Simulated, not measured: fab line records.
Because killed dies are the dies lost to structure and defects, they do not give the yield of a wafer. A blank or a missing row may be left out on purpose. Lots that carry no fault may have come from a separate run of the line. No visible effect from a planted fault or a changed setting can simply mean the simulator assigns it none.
fab line records :: flow gf180mcu :: part 2 of 2: steps 27 to 38 of 38
[record]
  lots = 5
  wafers = 15
  last-day = 34
route steps=602 shown V2@407 M3@409 V3@429
lots untouched by any fault: they come from a run of this same line in which no faults occurred
start-h: start of the lot's first displayed wafer, in hours after the record's first day :: wait-h: how many hours have passed since the lot's step before this one :: " same as the row above :: L1.1+2: several wafers, shown together as one row :: - no value, or no start given :: * or withheld: withheld :: < > ~ a bound
route shown NAME@n: a module of which the file shows steps, and the number in the route of the first :: usual: mean/standard deviation of fault-free wafers :: same: alike in all rows :: chamber/n: place in a boat :: sites: per-site readings :: _std_site: standard deviation of those values :: _edge_site: outer sites' mean less inner sites' :: radius-mm: how far each site lies from the wafer's centre :: mask NAME#n: copy n :: behind: the last tool/chamber to shape the wafer :: hold: reason for holding the lot/hours on hold/outcome of the hold :: device: the n, p or np transistor that did not switch :: end of line: tests of these same wafers at the route's end :: a step given without rows: its recipe and nothing more :: killed: the dies lost at the first sort to structure and to defects; this is not the yield of the wafer :: map: the dies of a wafer, with x for killed, . for not killed, _ for no die there
set.NAME: the run value of the setting; set.NAME@STEP: its run value at that earlier step :: model.NAME: the simulator's own value behind a step, which no gauge read
lots at some steps of the route; a table a step, a row a wafer
services: from which hour (start-h, from the record's first day; less than 0 if before it) a tool's chamber was out of use, for how many hours, and why
[[steps]]
[step GF_V3_CMP_04]
[recipe]
  material = SiO2
  down-force-psi = 4
  platen-rpm = 60
  pad-velocity-m-s = 0.94248
[usual]
  motor-current-A = 11.8/1.6
  retaining-ring-pressure-frac = 1.000/0.0052
  slurry-filter-dp-kPa = 13.47/0.14
  time-to-endpoint-s = 81/5.5
lot.wafer: L083.4
tool: cmp-01
chamber: 3
start-h: 569.94
wait-h: 0.0
motor-current-A: 11.5
retaining-ring-pressure-frac: 1.004
slurry-filter-dp-kPa: 13.26
time-to-endpoint-s: 89

lot.wafer: L083.3
tool: cmp-01
chamber: 1
start-h: 569.94
wait-h: 0.0
motor-current-A: 10.0
retaining-ring-pressure-frac: 1.005
slurry-filter-dp-kPa: 13.69
time-to-endpoint-s: 86

lot.wafer: L083.2
tool: cmp-01
chamber: 2
start-h: 569.94
wait-h: 0.0
motor-current-A: 10.0
retaining-ring-pressure-frac: 0.998
slurry-filter-dp-kPa: 13.58
time-to-endpoint-s: 84

lot.wafer: L088.3
tool: cmp-01
chamber: 1
start-h: 609.26
wait-h: 0.1
motor-current-A: 10.0
retaining-ring-pressure-frac: 1.003
slurry-filter-dp-kPa: 13.31
time-to-endpoint-s: 78

lot.wafer: L088.4
tool: cmp-01
chamber: 2
start-h: 609.26
wait-h: 0.1
motor-current-A: 10.1
retaining-ring-pressure-frac: 0.998
slurry-filter-dp-kPa: 13.60
time-to-endpoint-s: 81

lot.wafer: L088.6
tool: cmp-01
chamber: 0
start-h: 609.26
wait-h: 0.1
motor-current-A: 14.8
retaining-ring-pressure-frac: 0.997
slurry-filter-dp-kPa: 13.52
time-to-endpoint-s: 80

lot.wafer: L089.1
tool: cmp-01
chamber: 0
start-h: 614.58
wait-h: 0.1
motor-current-A: 13.7
retaining-ring-pressure-frac: 0.998
slurry-filter-dp-kPa: 13.42
time-to-endpoint-s: 86

lot.wafer: L089.4
tool: cmp-01
chamber: 2
start-h: 614.58
wait-h: 0.1
motor-current-A: 10.5
retaining-ring-pressure-frac: 1.002
slurry-filter-dp-kPa: 13.34
time-to-endpoint-s: 90

lot.wafer: L089.6
tool: cmp-01
chamber: 1
start-h: 614.58
wait-h: 0.1
motor-current-A: 9.8
retaining-ring-pressure-frac: 0.995
slurry-filter-dp-kPa: 13.62
time-to-endpoint-s: 92

lot.wafer: L090.2
tool: cmp-01
chamber: 2
start-h: 624.57
wait-h: 0.0
motor-current-A: 10.0
retaining-ring-pressure-frac: 0.996
slurry-filter-dp-kPa: 13.33
time-to-endpoint-s: 75

lot.wafer: L090.3
tool: cmp-01
chamber: 3
start-h: 624.57
wait-h: 0.0
motor-current-A: 11.6
retaining-ring-pressure-frac: 1.005
slurry-filter-dp-kPa: 13.34
time-to-endpoint-s: 75

lot.wafer: L090.5
tool: cmp-01
chamber: 2
start-h: 624.57
wait-h: 0.0
motor-current-A: 10.5
retaining-ring-pressure-frac: 0.996
slurry-filter-dp-kPa: 13.68
time-to-endpoint-s: 82

lot.wafer: L096.1
tool: cmp-02
chamber: 3
start-h: 667.04
wait-h: 0.1
motor-current-A: 10.3
retaining-ring-pressure-frac: 0.995
slurry-filter-dp-kPa: 13.20
time-to-endpoint-s: 76

lot.wafer: L096.6
tool: cmp-02
chamber: 3
start-h: 667.04
wait-h: 0.1
motor-current-A: 10.4
retaining-ring-pressure-frac: 1.001
slurry-filter-dp-kPa: 13.91
time-to-endpoint-s: 85

lot.wafer: L096.5
tool: cmp-02
chamber: 0
start-h: 667.04
wait-h: 0.1
motor-current-A: 12.8
retaining-ring-pressure-frac: 1.008
slurry-filter-dp-kPa: 13.52
time-to-endpoint-s: 80
[step GF_V3_BOW_MEAS_05]
[recipe]
  mode = bow
[usual]
  V3_BOW = 118/8.7
lot.wafer: L083.2
tool: film-metro-03
chamber: -
start-h: 570.26
wait-h: 0.1
V3_BOW[um]: 115

lot.wafer: L083.3
tool: film-metro-03
chamber: -
start-h: 570.26
wait-h: 0.1
V3_BOW[um]: 121

lot.wafer: L083.4
tool: film-metro-03
chamber: -
start-h: 570.26
wait-h: 0.1
V3_BOW[um]: 104

lot.wafer: L088.3
tool: film-metro-02
chamber: -
start-h: 609.55
wait-h: 0.2
V3_BOW[um]: 119

lot.wafer: L088.4
tool: film-metro-02
chamber: -
start-h: 609.55
wait-h: 0.2
V3_BOW[um]: 107

lot.wafer: L088.6
tool: film-metro-02
chamber: -
start-h: 609.55
wait-h: 0.2
V3_BOW[um]: 111

lot.wafer: L089.1
tool: film-metro-03
chamber: -
start-h: 614.88
wait-h: 0.2
V3_BOW[um]: 128

lot.wafer: L089.4
tool: film-metro-03
chamber: -
start-h: 614.88
wait-h: 0.2
V3_BOW[um]: 126

lot.wafer: L089.6
tool: film-metro-03
chamber: -
start-h: 614.88
wait-h: 0.2
V3_BOW[um]: 131

lot.wafer: L090.2
tool: film-metro-02
chamber: -
start-h: 624.89
wait-h: 0.3
V3_BOW[um]: 115

lot.wafer: L090.3
tool: film-metro-02
chamber: -
start-h: 624.89
wait-h: 0.3
V3_BOW[um]: 112

lot.wafer: L090.5
tool: film-metro-02
chamber: -
start-h: 624.89
wait-h: 0.3
V3_BOW[um]: 114

lot.wafer: L096.1
tool: film-metro-01
chamber: -
start-h: 667.34
wait-h: 0.2
V3_BOW[um]: 125

lot.wafer: L096.5
tool: film-metro-01
chamber: -
start-h: 667.34
wait-h: 0.2
V3_BOW[um]: 122

lot.wafer: L096.6
tool: film-metro-01
chamber: -
start-h: 667.34
wait-h: 0.2
V3_BOW[um]: 111
[step GF_V3_DEHYDRATE_06]
[recipe]
  temp-c = 200
  time-s = 60
lot.wafer: L083.2+3+4
tool: litho-track-03
chamber: 0
start-h: 580.83
wait-h: 10.6

lot.wafer: L088.3+4+6
tool: litho-track-03
chamber: 0
start-h: 619.71
wait-h: 10.1

lot.wafer: L089.1+4+6
tool: litho-track-01
chamber: 0
start-h: 624.33
wait-h: 9.4

lot.wafer: L090.2+3+5
tool: litho-track-01
chamber: 0
start-h: 633.46
wait-h: 8.5

lot.wafer: L096.1+5+6
tool: litho-track-03
chamber: 0
start-h: 676.11
wait-h: 8.7
[step GF_V3_HMDS_07]
[recipe]
  prime-time-s = 60
  prime-temp-c = 120
[usual]
  prime-temp-c = 120.02/0.15
lot.wafer: L083.2
tool: litho-track-03
chamber: 0
start-h: 580.98
wait-h: 0.1
prime-temp-c: 120.06

lot.wafer: L083.3
tool: litho-track-03
chamber: 0
start-h: 580.98
wait-h: 0.1
prime-temp-c: 119.92

lot.wafer: L083.4
tool: litho-track-03
chamber: 0
start-h: 580.98
wait-h: 0.1
prime-temp-c: 120.16

lot.wafer: L088.3
tool: litho-track-03
chamber: 0
start-h: 619.86
wait-h: 0.1
prime-temp-c: 119.91

lot.wafer: L088.4
tool: litho-track-03
chamber: 0
start-h: 619.86
wait-h: 0.1
prime-temp-c: 120.00

lot.wafer: L088.6
tool: litho-track-03
chamber: 0
start-h: 619.86
wait-h: 0.1
prime-temp-c: 120.05

lot.wafer: L089.1
tool: litho-track-01
chamber: 0
start-h: 624.48
wait-h: 0.1
prime-temp-c: 120.30

lot.wafer: L089.4
tool: litho-track-01
chamber: 0
start-h: 624.48
wait-h: 0.1
prime-temp-c: 120.33

lot.wafer: L089.6
tool: litho-track-01
chamber: 0
start-h: 624.48
wait-h: 0.1
prime-temp-c: 120.21

lot.wafer: L090.2
tool: litho-track-01
chamber: 0
start-h: 633.61
wait-h: 0.1
prime-temp-c: 119.88

lot.wafer: L090.3
tool: litho-track-01
chamber: 0
start-h: 633.61
wait-h: 0.1
prime-temp-c: 119.78

lot.wafer: L090.5
tool: litho-track-01
chamber: 0
start-h: 633.61
wait-h: 0.1
prime-temp-c: 119.79

lot.wafer: L096.1
tool: litho-track-03
chamber: 0
start-h: 676.26
wait-h: 0.1
prime-temp-c: 120.07

lot.wafer: L096.5
tool: litho-track-03
chamber: 0
start-h: 676.26
wait-h: 0.1
prime-temp-c: 120.04

lot.wafer: L096.6
tool: litho-track-03
chamber: 0
start-h: 676.26
wait-h: 0.1
prime-temp-c: 120.05
[step GF_V3_COAT_08]
[recipe]
  resist = BARC
  temp-c = withheld
  time-s = withheld
  spin-rpm = withheld
  resist-thk-nm = withheld
[usual]
  dispense-pressure-kPa = 49.6/1.4
lot.wafer: L083.2
tool: litho-track-03
chamber: 0
start-h: 581.13
wait-h: 0.1
dispense-pressure-kPa: 50.5

lot.wafer: L083.3
tool: litho-track-03
chamber: 0
start-h: 581.13
wait-h: 0.1
dispense-pressure-kPa: 50.5

lot.wafer: L083.4
tool: litho-track-03
chamber: 0
start-h: 581.13
wait-h: 0.1
dispense-pressure-kPa: 50.5

lot.wafer: L088.3
tool: litho-track-03
chamber: 0
start-h: 620.01
wait-h: 0.1
dispense-pressure-kPa: 50.5

lot.wafer: L088.4
tool: litho-track-03
chamber: 0
start-h: 620.01
wait-h: 0.1
dispense-pressure-kPa: 50.5

lot.wafer: L088.6
tool: litho-track-03
chamber: 0
start-h: 620.01
wait-h: 0.1
dispense-pressure-kPa: 50.6

lot.wafer: L089.1
tool: litho-track-01
chamber: 0
start-h: 624.63
wait-h: 0.1
dispense-pressure-kPa: 47.2

lot.wafer: L089.4
tool: litho-track-01
chamber: 0
start-h: 624.63
wait-h: 0.1
dispense-pressure-kPa: 47.2

lot.wafer: L089.6
tool: litho-track-01
chamber: 0
start-h: 624.63
wait-h: 0.1
dispense-pressure-kPa: 47.2

lot.wafer: L090.2
tool: litho-track-01
chamber: 0
start-h: 633.76
wait-h: 0.1
dispense-pressure-kPa: 47.3

lot.wafer: L090.3
tool: litho-track-01
chamber: 0
start-h: 633.76
wait-h: 0.1
dispense-pressure-kPa: 47.2

lot.wafer: L090.5
tool: litho-track-01
chamber: 0
start-h: 633.76
wait-h: 0.1
dispense-pressure-kPa: 47.3

lot.wafer: L096.1
tool: litho-track-03
chamber: 0
start-h: 676.41
wait-h: 0.1
dispense-pressure-kPa: 50.5

lot.wafer: L096.5
tool: litho-track-03
chamber: 0
start-h: 676.41
wait-h: 0.1
dispense-pressure-kPa: 50.6

lot.wafer: L096.6
tool: litho-track-03
chamber: 0
start-h: 676.41
wait-h: 0.1
dispense-pressure-kPa: 50.5
[step GF_V3_COAT_09]
[recipe]
  resist = KrF
  spin-rpm = withheld
  resist-thk-nm = 1000
[usual]
  dispense-pressure-kPa = 49.7/1.4
lot.wafer: L083.2
tool: litho-track-03
chamber: 0
start-h: -
wait-h: -
dispense-pressure-kPa: 50.7

lot.wafer: L083.3
tool: litho-track-03
chamber: 0
start-h: -
wait-h: -
dispense-pressure-kPa: 50.7

lot.wafer: L083.4
tool: litho-track-03
chamber: 0
start-h: -
wait-h: -
dispense-pressure-kPa: 50.7

lot.wafer: L088.3
tool: litho-track-03
chamber: 0
start-h: -
wait-h: -
dispense-pressure-kPa: 50.8

lot.wafer: L088.4
tool: litho-track-03
chamber: 0
start-h: -
wait-h: -
dispense-pressure-kPa: 50.7

lot.wafer: L088.6
tool: litho-track-03
chamber: 0
start-h: -
wait-h: -
dispense-pressure-kPa: 50.7

lot.wafer: L089.1
tool: litho-track-01
chamber: 0
start-h: -
wait-h: -
dispense-pressure-kPa: 47.1

lot.wafer: L089.4
tool: litho-track-01
chamber: 0
start-h: -
wait-h: -
dispense-pressure-kPa: 47.2

lot.wafer: L089.6
tool: litho-track-01
chamber: 0
start-h: -
wait-h: -
dispense-pressure-kPa: 47.1

lot.wafer: L090.2
tool: litho-track-01
chamber: 0
start-h: -
wait-h: -
dispense-pressure-kPa: 47.1

lot.wafer: L090.3
tool: litho-track-01
chamber: 0
start-h: -
wait-h: -
dispense-pressure-kPa: 47.2

lot.wafer: L090.5
tool: litho-track-01
chamber: 0
start-h: -
wait-h: -
dispense-pressure-kPa: 47.1

lot.wafer: L096.1
tool: litho-track-03
chamber: 0
start-h: -
wait-h: -
dispense-pressure-kPa: 50.5

lot.wafer: L096.5
tool: litho-track-03
chamber: 0
start-h: -
wait-h: -
dispense-pressure-kPa: 50.5

lot.wafer: L096.6
tool: litho-track-03
chamber: 0
start-h: -
wait-h: -
dispense-pressure-kPa: 50.5
[step GF_V3_SOFTBAKE_10]
[recipe]
  temp-c = 130
  time-s = 60
  resist = KrF
lot.wafer: L083.2+3+4
tool: litho-track-03
chamber: 0
start-h: -
wait-h: -

lot.wafer: L088.3+4+6
tool: litho-track-03
chamber: 0
start-h: -
wait-h: -

lot.wafer: L089.1+4+6
tool: litho-track-01
chamber: 0
start-h: -
wait-h: -

lot.wafer: L090.2+3+5
tool: litho-track-01
chamber: 0
start-h: -
wait-h: -

lot.wafer: L096.1+5+6
tool: litho-track-03
chamber: 0
start-h: -
wait-h: -
[step GF_V3_EXPOSE_11]
[recipe]
  mask-id = Via3
  target-cd-nm = 260
  na = 0.68
  source-shape = conventional
  sigma-outer = 0.6
  dose-mj = 38
[same]
  sigma-outer = 0.6
lot.wafer: L083.2+3+4
tool: krf-scanner-01
chamber: 0
start-h: -
wait-h: -
mask: Via3#0

lot.wafer: L088.3+4+6
tool: krf-scanner-01
chamber: 0
start-h: -
wait-h: -
mask: Via3#0

lot.wafer: L089.1+4+6
tool: krf-scanner-02
chamber: 0
start-h: -
wait-h: -
mask: Via3#0

lot.wafer: L090.2+3+5
tool: krf-scanner-02
chamber: 0
start-h: -
wait-h: -
mask: Via3#0

lot.wafer: L096.1+5+6
tool: krf-scanner-02
chamber: 0
start-h: -
wait-h: -
mask: Via3#0
[step GF_V3_PEB_12]
[recipe]
  peb-temp-c = 135
  peb-time-s = 90
  resist = KrF
[same]
  peb-time-s = 90
lot.wafer: L083.2+3+4
tool: litho-track-01
chamber: 0
start-h: -
wait-h: -

lot.wafer: L088.3+4+6
tool: litho-track-03
chamber: 0
start-h: -
wait-h: -

lot.wafer: L089.1+4+6
tool: litho-track-03
chamber: 0
start-h: -
wait-h: -

lot.wafer: L090.2+3+5
tool: litho-track-03
chamber: 0
start-h: -
wait-h: -

lot.wafer: L096.1+5+6
tool: litho-track-03
chamber: 0
start-h: -
wait-h: -
[step GF_V3_DEVELOP_13]
[recipe]
  develop-time-s = 60
  resist = KrF
  dev-temp-c = 21
lot.wafer: L083.2+3+4
tool: litho-track-01
chamber: 0
start-h: 591.71
wait-h: 0.2

lot.wafer: L088.3+4+6
tool: litho-track-03
chamber: 0
start-h: 630.21
wait-h: 0.1

lot.wafer: L089.1+4+6
tool: litho-track-03
chamber: 0
start-h: 634.31
wait-h: 0.2

lot.wafer: L090.2+3+5
tool: litho-track-03
chamber: 0
start-h: 644.03
wait-h: 0.2

lot.wafer: L096.1+5+6
tool: litho-track-03
chamber: 0
start-h: 687.06
wait-h: 0.2
[step GF_V3_CD_MEAS_14]
[recipe]
  target-cd-nm = 260
[usual]
  cd-nm = 259.8/1.4
lot.wafer: L083.2
tool: cd-sem-01
chamber: -
start-h: 591.85
wait-h: 0.1
cd-nm: 260.9

lot.wafer: L083.3
tool: cd-sem-01
chamber: -
start-h: 591.85
wait-h: 0.1
cd-nm: 260.6

lot.wafer: L083.4
tool: cd-sem-01
chamber: -
start-h: 591.85
wait-h: 0.1
cd-nm: 259.9

lot.wafer: L088.3
tool: cd-sem-02
chamber: -
start-h: 630.35
wait-h: 0.1
cd-nm: 255.7

lot.wafer: L088.4
tool: cd-sem-02
chamber: -
start-h: 630.35
wait-h: 0.1
cd-nm: 257.6

lot.wafer: L088.6
tool: cd-sem-02
chamber: -
start-h: 630.35
wait-h: 0.1
cd-nm: 257.3

lot.wafer: L089.1
tool: cd-sem-01
chamber: -
start-h: 634.46
wait-h: 0.1
cd-nm: 257.9

lot.wafer: L089.4
tool: cd-sem-01
chamber: -
start-h: 634.46
wait-h: 0.1
cd-nm: 257.7

lot.wafer: L089.6
tool: cd-sem-01
chamber: -
start-h: 634.46
wait-h: 0.1
cd-nm: 257.9

lot.wafer: L090.2
tool: cd-sem-02
chamber: -
start-h: 644.18
wait-h: 0.1
cd-nm: 257.5

lot.wafer: L090.3
tool: cd-sem-02
chamber: -
start-h: 644.18
wait-h: 0.1
cd-nm: 258.6

lot.wafer: L090.5
tool: cd-sem-02
chamber: -
start-h: 644.18
wait-h: 0.1
cd-nm: 258.1

lot.wafer: L096.1
tool: cd-sem-01
chamber: -
start-h: 687.21
wait-h: 0.1
cd-nm: 259.4

lot.wafer: L096.5
tool: cd-sem-01
chamber: -
start-h: 687.21
wait-h: 0.1
cd-nm: 259.4

lot.wafer: L096.6
tool: cd-sem-01
chamber: -
start-h: 687.21
wait-h: 0.1
cd-nm: 260.0
[step GF_V3_OVL_MEAS_15]
[usual]
  V3_OVL = 0/5.4
lot.wafer: L083.2
tool: overlay-01
chamber: -
start-h: 591.96
wait-h: 0.1
V3_OVL[nm]: -3

lot.wafer: L083.3
tool: overlay-01
chamber: -
start-h: 591.96
wait-h: 0.1
V3_OVL[nm]: -10

lot.wafer: L083.4
tool: overlay-01
chamber: -
start-h: 591.96
wait-h: 0.1
V3_OVL[nm]: -2

lot.wafer: L088.3
tool: overlay-01
chamber: -
start-h: 630.44
wait-h: 0.1
V3_OVL[nm]: 0

lot.wafer: L088.4
tool: overlay-01
chamber: -
start-h: 630.44
wait-h: 0.1
V3_OVL[nm]: 0

lot.wafer: L088.6
tool: overlay-01
chamber: -
start-h: 630.44
wait-h: 0.1
V3_OVL[nm]: -3

lot.wafer: L089.1
tool: overlay-02
chamber: -
start-h: 634.58
wait-h: 0.1
V3_OVL[nm]: 5

lot.wafer: L089.4
tool: overlay-02
chamber: -
start-h: 634.58
wait-h: 0.1
V3_OVL[nm]: 9

lot.wafer: L089.6
tool: overlay-02
chamber: -
start-h: 634.58
wait-h: 0.1
V3_OVL[nm]: 6

lot.wafer: L090.2
tool: overlay-02
chamber: -
start-h: 644.28
wait-h: 0.1
V3_OVL[nm]: 6

lot.wafer: L090.3
tool: overlay-02
chamber: -
start-h: 644.28
wait-h: 0.1
V3_OVL[nm]: 2

lot.wafer: L090.5
tool: overlay-02
chamber: -
start-h: 644.28
wait-h: 0.1
V3_OVL[nm]: 2

lot.wafer: L096.1
tool: overlay-01
chamber: -
start-h: 687.33
wait-h: 0.1
V3_OVL[nm]: 3

lot.wafer: L096.5
tool: overlay-01
chamber: -
start-h: 687.33
wait-h: 0.1
V3_OVL[nm]: -1

lot.wafer: L096.6
tool: overlay-01
chamber: -
start-h: 687.33
wait-h: 0.1
V3_OVL[nm]: 12
[[services]]
tool: cmp-02
chamber: -
start-h: 523.76
hours: 1.1
kind: repair

tool: krf-scanner-01
chamber: -
start-h: 524.95
hours: 1.3
kind: pm

tool: cmp-02
chamber: -
start-h: 526.91
hours: 6.9
kind: pm

tool: krf-scanner-01
chamber: -
start-h: 539.53
hours: 1.0
kind: pm

tool: cmp-01
chamber: -
start-h: 541.34
hours: 3.9
kind: pm

tool: krf-scanner-01
chamber: -
start-h: 559.67
hours: 4.4
kind: pm

tool: cmp-01
chamber: -
start-h: 572.41
hours: 4.0
kind: pm

tool: krf-scanner-02
chamber: -
start-h: 577.47
hours: 0.4
kind: repair

tool: cmp-02
chamber: -
start-h: 578.03
hours: 0.3
kind: repair

tool: pvd-sputter-04
chamber: -
start-h: 581.81
hours: 2.1
kind: repair

tool: krf-scanner-02
chamber: -
start-h: 585.20
hours: 1.0
kind: pm

tool: krf-scanner-02
chamber: -
start-h: 591.38
hours: 1.3
kind: pm

tool: krf-scanner-02
chamber: -
start-h: 593.62
hours: 0.5
kind: repair

tool: cmp-01
chamber: -
start-h: 597.33
hours: 1.9
kind: repair

tool: cmp-01
chamber: -
start-h: 601.74
hours: 1.7
kind: repair

tool: cmp-02
chamber: -
start-h: 622.35
hours: 2.0
kind: repair

tool: cmp-02
chamber: -
start-h: 637.76
hours: 1.2
kind: repair

tool: cmp-02
chamber: -
start-h: 655.31
hours: 2.5
kind: repair

tool: krf-scanner-02
chamber: -
start-h: 658.28
hours: 0.8
kind: pm

tool: krf-scanner-01
chamber: -
start-h: 663.41
hours: 0.8
kind: pm

tool: krf-scanner-01
chamber: -
start-h: 664.40
hours: 1.4
kind: repair

tool: krf-scanner-02
chamber: -
start-h: 671.50
hours: 0.8
kind: pm

tool: cmp-02
chamber: -
start-h: 679.29
hours: 1.2
kind: repair

tool: pvd-sputter-04
chamber: -
start-h: 683.55
hours: 1.5
kind: repair
